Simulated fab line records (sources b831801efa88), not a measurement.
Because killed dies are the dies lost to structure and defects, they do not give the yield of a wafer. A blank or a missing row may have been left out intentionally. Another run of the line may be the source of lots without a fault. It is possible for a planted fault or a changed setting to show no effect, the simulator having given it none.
Which tool did it? -- flow gf180mcu -- 6 lots, 18 wafers sampled, at 1 step of a route of 602

## WHAT EACH GAUGE READ, for each wafer
GF_CONTACT_THK_MEAS_03.
lot,measured,on,CONTACT_CVD_02_THK (nm)
L453,day 15 19:11,film metro-01,884 867 883
L455,day 16 17:49,film metro-03,864 878 884
L457,day 17 16:16,film metro-03,860 849 879
L465,day 20 07:20,film metro-01,875 865 884
L469,day 21 14:37,film metro-02,851 863 843
L471,day 22 15:55,film metro-01,841 850 861

## TOOL THAT RAN EACH LOT (tool first, then ch and the chambers of the sampled wafers, then the start)
No process step before these readings appears in the record.

## THE ANSWER, worked out from the rows above alone
Rule: the lots themselves supply what counts as usual. Put in order of their means at a reading, lots are off if they are a third of the lots or fewer, leave a main group of 4 or more, and stand apart from it by a gap of 3 or more times the standard deviation of the main group's means; of several such gaps the widest counts. Not used: any main group whose means are identical at the precision the tables above print for the reading. Also off: a lot with no number at a reading for which 4 or more lots have one. Where the step has rows for the other lots, those lots are counted as sound.
Nothing can be told from this: no lot is off at any reading shown.

## WHAT THE SIMULATOR PUT IN
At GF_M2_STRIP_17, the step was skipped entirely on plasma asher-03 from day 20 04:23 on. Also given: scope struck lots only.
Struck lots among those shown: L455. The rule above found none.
